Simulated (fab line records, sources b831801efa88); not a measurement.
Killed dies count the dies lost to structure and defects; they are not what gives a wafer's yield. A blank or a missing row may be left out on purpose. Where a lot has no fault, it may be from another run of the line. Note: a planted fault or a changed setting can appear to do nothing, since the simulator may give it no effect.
Chamber matching + flow sky130 + 4 sister chambers for SKY_LI_CONTACT_ETCH_14 on rieDiel-03
The step etches BARC in N2/H2, stops on SiO2, time 45.9 s, target depth 60 nm. 16 wafers are shown with their chamber, then 8 later ones without.

## WAFERS WITH THEIR CHAMBER
| wafer  | chamber | drypumpMotorCurrentA (A) | throttleValvePct (%) | oesProductAu (a.u.) |
|--------|---------|--------------------------|----------------------|---------------------|
| L074.1 | 3       | 5.86                     | 13.214               | 0.860               |
| L074.2 | 1       | 6.05                     | 13.223               | 0.858               |
| L074.3 | 0       | 5.64                     | 13.226               | 0.860               |
| L074.4 | 2       | 5.50                     | 13.231               | 0.866               |
| L074.5 | 1       | 6.06                     | 13.231               | 0.858               |
| L074.6 | 0       | 5.65                     | 13.224               | 0.856               |
| L075.3 | 0       | 5.65                     | 13.220               | 0.847               |
| L075.4 | 2       | 5.51                     | 13.228               | 0.859               |
| L075.5 | 3       | 5.85                     | 13.223               | 0.861               |
| L083.1 | 3       | 5.88                     | 13.237               | 0.857               |
| L083.4 | 0       | 5.63                     | 13.229               | 0.858               |
| L083.5 | 2       | 5.50                     | 13.225               | 0.853               |
| L089.2 | 3       | 5.87                     | 13.205               | 0.855               |
| L089.3 | 2       | 5.47                     | 13.227               | 0.856               |
| L089.4 | 1       | 6.04                     | 13.216               | 0.854               |
| L090.3 | 0       | 5.65                     | 13.234               | 0.852               |

SIGNATURES (means of the wafers above)
| reading              | chamber 0 | chamber 1 | chamber 2 | chamber 3 | scatter within a chamber |
|----------------------|-----------|-----------|-----------|-----------|--------------------------|
| drypumpMotorCurrentA | 5.6440    | 6.0500    | 5.4950    | 5.8650    | 0.0126                   |
| throttleValvePct     | 13.22660  | 13.22333  | 13.22775  | 13.21975  | 0.00817                  |
| oesProductAu         | 0.85460   | 0.85667   | 0.85850   | 0.85825   | 0.00441                  |
Rule: for a wafer and a chamber, the distance is found by dividing, reading by reading, the gap between the wafer's reading and the chamber's mean by the reading's scatter, squaring, summing and taking the root. If the next closest chamber is less than 2 further off than the closest, the wafer can't be placed; otherwise it belongs to the closest. The scatter: take each reading less its chamber's mean, square it, sum over the shown wafers, divide by the number of wafers less the number of chambers, and take the root.

## WAFERS WHOSE CHAMBER IS MISSING
| wafer  | drypumpMotorCurrentA (A) | throttleValvePct (%) | oesProductAu (a.u.) |
|--------|--------------------------|----------------------|---------------------|
| L090.5 | 5.67                     | 13.212               | 0.855               |
| L090.6 | 6.02                     | 13.236               | 0.850               |
| L093.2 | 5.86                     | 13.241               | 0.859               |
| L093.3 | 5.50                     | 13.228               | 0.853               |
| L093.5 | 5.65                     | 13.221               | 0.853               |
| L096.3 | 6.03                     | 13.230               | 0.855               |
| L096.4 | 5.62                     | 13.204               | 0.849               |
| L096.5 | 5.86                     | 13.221               | 0.852               |

## EACH ONE'S CHAMBER
| wafer  | from the rows above | in truth |
|--------|---------------------|----------|
| L090.5 | 0                   | 0        |
| L090.6 | 1                   | 1        |
| L093.2 | 3                   | 3        |
| L093.3 | 2                   | 2        |
| L093.5 | 0                   | 0        |
| L096.3 | 1                   | 1        |
| L096.4 | 0                   | 0        |
| L096.5 | 3                   | 3        |
Correct placement for 8 of the 8. Not placeable from these rows: 0. Placed wrongly: 0.
